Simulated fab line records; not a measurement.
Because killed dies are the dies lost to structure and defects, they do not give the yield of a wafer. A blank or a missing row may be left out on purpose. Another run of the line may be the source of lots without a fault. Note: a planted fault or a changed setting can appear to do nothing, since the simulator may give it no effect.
A lot that was struck, set against a sound lot	flow sfq_line	15 out of 325 route steps
Sound: these wafers, L243.1, L243.3, L243.5. Struck: wafers L253.3, L253.4 (left out: L253.1, a lot-mate that was not struck); the cause follows at the end.
Each step with rows lists, per side, the tool, then ch with its chambers, then its first start. Under that, the readings that differ: sound wafers	struck wafers	difference of the means	sigmas: that difference in standard deviations of wafers without a fault.
alike: readings whose means differ by less than 2 such deviations, and words and numbers that are the same on both sides. not compared: withheld readings, readings that some wafer has no value for, bounds like >300 that may hide the same value, and numbers for which the record gives no deviation and whose values overlap.
A row with sigmas, a row that says differs or no value, or rows on one side alone: a step with any of these is where the two part. Numbers that don't overlap but have no deviation are shown without sigmas and don't part them. A reading missing from all wafers of one side parts the sides only when that side holds two or more wafers.

first, 1 step without rows for these wafers: SFQ_TRILAYER_M2_STRIP_SOLV_CLEAN_062 (cleans in NMP, time 600 s).
SFQ_TRILAYER_I2_DEP_PECVD_063: deposits SiO2 from SiH4/N2O, time 111.11 s, target thk 500 nm.
  sound on pecvd-02 ch 1,2, day 30 18:40; struck on pecvd-01 ch 1,2, day 32 22:31
  alike: heater_power_w, throttle_valve_pct
SFQ_TRILAYER_I2_CMP_CMP_064: polishes SiO2.
  sound on cmp-01 ch 0,2, day 33 06:00; struck on cmp-01 ch 1,3, day 34 14:30
  alike: head_pressure_psi, motor_current_A, slurry_filter_dp_kPa, time_to_endpoint_s
SFQ_I2_BOW_MEAS_917:
  sound on film_metro-02, day 33 08:30; struck on film_metro-02, day 34 17:30
  alike: I2_BOW
SFQ_TRILAYER_I2_METRO_MEASURE_065:
  sound on film_metro-02, day 33 08:37; struck on film_metro-02, day 34 17:37
  alike: thk_nm
then, 6 steps without rows for these wafers: SFQ_TRILAYER_I2_VIA_LITHO_COAT_072 (resist thk 62 nm); SFQ_TRILAYER_I2_VIA_LITHO_COAT_067 (resist thk 650 nm); SFQ_TRILAYER_I2_VIA_LITHO_SOFTBAKE_071; SFQ_TRILAYER_I2_VIA_LITHO_EXPOSE_068 (exposes mask I2, target cd 500 nm); SFQ_TRILAYER_I2_VIA_LITHO_PEB_070 (peb time 60 s); SFQ_TRILAYER_I2_VIA_LITHO_DEVELOP_069 (time 60 s).
-- the record jumps here: 6 days lie between the struck wafers' starts before and after --
SFQ_I2_OVL_MEAS_918:
  sound on overlay-02, day 33 12:12; struck on overlay-02, day 40 10:28
  alike: I2_OVL
SFQ_TRILAYER_I2_VIA_BARC_OPEN_VIA_ETCH_096: etches BARC in O2, target depth 125 nm, time 41.7 s.
  sound on rie_diel-03 ch 0,1,2, day 33 12:14; struck on rie_diel-02 ch 0,3, day 40 10:31
reading	sound	struck	difference	sigmas
oes_product_au (a.u.)	0.683 0.688 0.688	0.560 0.561	-0.126	-25
run_length_s (s)	70.8 70.3 69.2	98.2 98.0	+28.0	+62
model.KrF_of_TRILAYER_I2_VIA_LITHO_COAT_067.thk_nm (nm)	568.8 571.9 568.9	536.7 535	-34.0	
  alike: bias_w, drypump_motor_current_A
  not compared: rf_hours_counter_h
SFQ_TRILAYER_I2_VIA_ETCH_VIA_ETCH_070: etches SiO2 in CHF3, stops on Nb, target depth 260 nm.
  sound on rie_diel-03 ch 0,1,2, day 33 12:16; struck on rie_diel-02 ch 0,3, day 40 10:33
reading	sound	struck	difference	sigmas
model.KrF_of_TRILAYER_I2_VIA_LITHO_COAT_067.thk_nm (nm)	522.4 526.2 523.9	491.9 489.6	-33.4	
  alike: bias_w, drypump_motor_current_A, oes_product_au
SFQ_TRILAYER_I2_VIA_STRIP_STRIP_071: strips in O2.
  sound on rie_metal-04 ch 0,1, day 33 12:23; struck on rie_metal-01 ch 0,1, day 40 10:40
  alike: drypump_motor_current_A, oes_product_au
  not compared: rf_hours_counter_h

WHERE THEY PART
Only at SFQ_TRILAYER_I2_VIA_BARC_OPEN_VIA_ETCH_096, within this record. Later steps at which nothing parts them and some readings are alike: SFQ_TRILAYER_I2_VIA_ETCH_VIA_ETCH_070, SFQ_TRILAYER_I2_VIA_STRIP_STRIP_071.

WHY: what had been put in by the simulator
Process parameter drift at SFQ_TRILAYER_I2_VIA_BARC_OPEN_VIA_ETCH_096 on rie_diel-02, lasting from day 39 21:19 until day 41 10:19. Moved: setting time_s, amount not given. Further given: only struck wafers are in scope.
